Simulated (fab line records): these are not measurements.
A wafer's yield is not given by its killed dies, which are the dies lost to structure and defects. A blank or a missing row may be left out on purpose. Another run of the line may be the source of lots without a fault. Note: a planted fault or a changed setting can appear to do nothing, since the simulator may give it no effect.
What tool caused it? ; flow gf180mcu ; 6 lots, 18 wafers sampled, at 2 steps of a route of 602

## WHAT THE GAUGES READ, wafer by wafer
GF_V5_OVL_MEAS_15.
lot;measured;on;V5_OVL (nm)
L494;day 28 04:17;overlay-01;-9 -6 1
L497;day 29 02:52;overlay-02;-18 -14 -17
L501;day 30 11:23;overlay-01;11 8 2
L503;day 30 21:23;overlay-01;2 -1 -1
L506;day 31 19:52;overlay-01;2 6 4
L509;day 32 10:33;overlay-01;6 5 1

## TOOL THAT RAN EACH LOT (tool first, then ch and the chambers of the sampled wafers, then the start)
lot;GF_SALICIDE_SPUTTER_03
L494;pvd-sputter-02, day 16 04:36
L497;pvd-sputter-02, day 17 08:32
L501;pvd-sputter-01, day 19 00:00
L503;pvd-sputter-04, day 19 13:22
L506;pvd-sputter-02, day 20 21:05
L509;pvd-sputter-02, day 21 18:44
- GF_SALICIDE_SPUTTER_03: material TiN, target thk 20 nm, time 16.7 s.

## THE ANSWER, worked out from the rows above alone
Rule: the lots themselves supply what counts as usual. The widest of any qualifying gaps counts: lots, ordered by their means at a reading, are off when they make up no more than a third of the lots, leave a main group of 4 or more, and stand apart from it by 3 or more times the standard deviation of that group's means. Not used: any main group whose means are identical at the precision the tables above print for the reading. A lot without any number at a reading at which 4 lots or more have one is off too. Any other lot the step has rows for is counted as sound.
Nothing can be told from this: no lot is off at any reading shown.

## WHAT THE SIMULATOR PUT IN
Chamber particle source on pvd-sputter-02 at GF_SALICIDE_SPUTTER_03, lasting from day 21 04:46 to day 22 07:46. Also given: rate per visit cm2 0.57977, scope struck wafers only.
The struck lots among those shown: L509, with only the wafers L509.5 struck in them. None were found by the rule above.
